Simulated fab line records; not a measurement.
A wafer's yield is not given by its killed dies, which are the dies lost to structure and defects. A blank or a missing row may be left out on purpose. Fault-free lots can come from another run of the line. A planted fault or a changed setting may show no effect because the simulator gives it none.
A lot that was struck, set against a sound lot    flow sky130    15 out of 708 route steps
Sound: wafers L857.2, L857.3, L857.6. Struck: wafer L869.6. (L869.4, L869.5 of the same lot were not struck and are left out.) The cause comes at the end.
Each step with rows lists, per side, the tool, then ch with its chambers, then its first start. Under that, the readings that differ: sound wafers    struck wafers    difference of the means    sigmas: that difference in standard deviations of wafers without a fault.
alike: a reading whose means differ by less than 2 such deviations, as well as words and numbers matching on both sides. not compared: withheld readings; readings where some wafer has no value; bounds like >300 that might hide an equal value; numbers whose values overlap and for which the record gives no deviation.
A row with sigmas, a row that says differs or no value, or rows on one side alone: a step with any of these is where the two part. When numbers do not overlap yet have no deviation, they are printed without sigmas and do not part them. A reading that every wafer of one side lacks parts them only if that side has two wafers or more.

first, 7 steps without rows for these wafers: SKY_METAL1_HMDS_08 (prime time 60 s); SKY_METAL1_COAT_09 (resist thk 60 nm); SKY_METAL1_COAT_10 (resist thk 450 nm); SKY_METAL1_SOFTBAKE_11 (time 90 s); SKY_METAL1_EXPOSE_12 (exposes mask MM1, target cd 140 nm); SKY_METAL1_PEB_13; SKY_METAL1_DEVELOP_14 (develop time 60 s).
SKY_METAL1_CD_MEAS_15: the cd target is 140 nm.
  struck on cdSem-01, day 37 01:45; sound on cdSem-01, day 33 03:43
  alike: cdNm
SKY_METAL1_OVL_MEAS_16:
  struck on overlay-02, day 37 01:50; sound on overlay-02, day 33 03:49
  alike: METAL1_OVL
SKY_METAL1_DESCUM_17: chemistry O2, time 8 s.
  sound on rieMetal-02 ch 0,1, day 33 03:50; struck on rieMetal-01 ch 1, day 37 01:51
  alike: drypumpMotorCurrentA, oesProductAu, rfFwdPowerW
  not compared: rfHoursCounterH
SKY_METAL1_ETCH_18: etches BARC in N2/H2, stops on SiO2, time 45.9 s, target depth 60 nm.
  sound on rieMetal-02 ch 0,1, day 33 03:53; struck on rieMetal-01 ch 1, day 37 01:54
  alike: drypumpMotorCurrentA, oesProductAu, rfFwdPowerW, throttleValvePct
  not compared: rfHoursCounterH
SKY_METAL1_METAL_ETCH_19: etches the open film in Cl2/BCl3, stops on SiO2, target depth 360 nm, time 78 s.
  sound on rieMetal-02 ch 0,1, day 33 03:56; struck on rieMetal-01 ch 1, day 37 01:58
  alike: drypumpMotorCurrentA, oesProductAu, rfFwdPowerW, throttleValvePct
  not compared: rfHoursCounterH
SKY_METAL1_STRIP_20: strips in O2/N2.
  sound on plasmaAsher-04 ch 0, day 33 04:02; struck on plasmaAsher-04 ch 0, day 37 02:04
reading                   sound              struck  difference  sigmas
overashFraction           0.5 0.5 0.5        0.3     -0.2        
stripTimeToEndpointS (s)  2.683 2.677 2.701  2.623   -0.064      -2
  alike: drypumpMotorCurrentA, oesProductAu
  not compared: rfHoursCounterH
then, 1 step without rows for these wafers: SKY_METAL1_STRIP_21 (strips in post etch residue remover, time 1200 s).
-- the record jumps here: 12 days lie between the struck wafers' starts before and after (it left off in module METAL1 and takes up again in module PAD_OPEN, whose first step shown is number 708 of the route) --
SKY_PAD_OPEN_PROBE_99:
  struck on prober-01, day 49 01:59; sound on prober-01, day 46 03:48
  alike: defectLimitedYield, killed_at_M0_to_M3, killed_at_M4_up, killedAtContacts, killedAtFrontEnd, killedAtOther, killedDies, killedOpen, killedShort, sort_bin_3_pad_short, sort_bin_5_function, sort_bin_6_memory, sortNPass, sortYieldPct

## WHERE THEY PART
At SKY_METAL1_STRIP_20 and nowhere else, as far as this record goes. Later steps at which nothing parts them and some readings are alike: SKY_PAD_OPEN_PROBE_99.

WHY: what had been put in by the simulator
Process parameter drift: plasmaAsher-04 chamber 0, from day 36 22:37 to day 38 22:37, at SKY_METAL1_STRIP_20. A move of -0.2 in setting overashFraction, from 0.5. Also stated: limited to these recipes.
